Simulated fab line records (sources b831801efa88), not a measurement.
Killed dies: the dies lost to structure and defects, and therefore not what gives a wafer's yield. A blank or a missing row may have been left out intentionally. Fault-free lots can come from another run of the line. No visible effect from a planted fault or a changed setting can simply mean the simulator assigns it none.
Chamber matching	flow sky130	SKY_METAL3_ETCH_17 on rieDiel-02: 4 sister chambers
The step etches SiO2 in C4F8/O2/Ar, stops on TiN, time 3.9 s, target depth 15 nm. 4 wafers are shown with their chamber, then 8 later ones without.

== WAFERS PAIRED WITH THEIR CHAMBERS ==
wafer	chamber	oesProductAu (a.u.)
L075.4	3	0.744
L091.2	2	0.743
L091.5	1	0.749
L093.1	0	0.756

== WAFERS WITH NO CHAMBER GIVEN ==
wafer	oesProductAu (a.u.)
L093.3	0.759
L093.6	0.755
L095.1	0.747
L095.4	0.755
L095.6	0.753
L097.2	0.740
L097.3	0.740
L097.6	0.745

== WHICH CHAMBER EACH WENT THROUGH ==
wafer	from the rows above	in truth
L093.3	0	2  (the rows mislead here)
L093.6	0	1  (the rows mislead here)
L095.1	can't be placed: 1 or 3 or 2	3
L095.4	0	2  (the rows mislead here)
L095.6	can't be placed: 0 or 1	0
L097.2	can't be placed: 2 or 3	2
L097.3	can't be placed: 2 or 3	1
L097.6	can't be placed: 3 or 2 or 1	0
0 of 8 placed correctly. Cannot be placed on the basis of these rows: 5; the candidates contain the true chamber in 3. Wrongly placed: 3.
How it was worked out, from the rows above alone: a wafer's distance from a chamber is the root of the sum, over the readings, of the square of ((its reading less the chamber's mean) divided by the reading's scatter). The wafer belongs to the nearest chamber; if the next one is less than 2 further off, it can't be placed. Each chamber's mean is taken over the wafers shown for it. The scatter (one wafer shown for each chamber): square how far every hidden wafer sits from the nearest shown wafer, average those squares and take the square root.
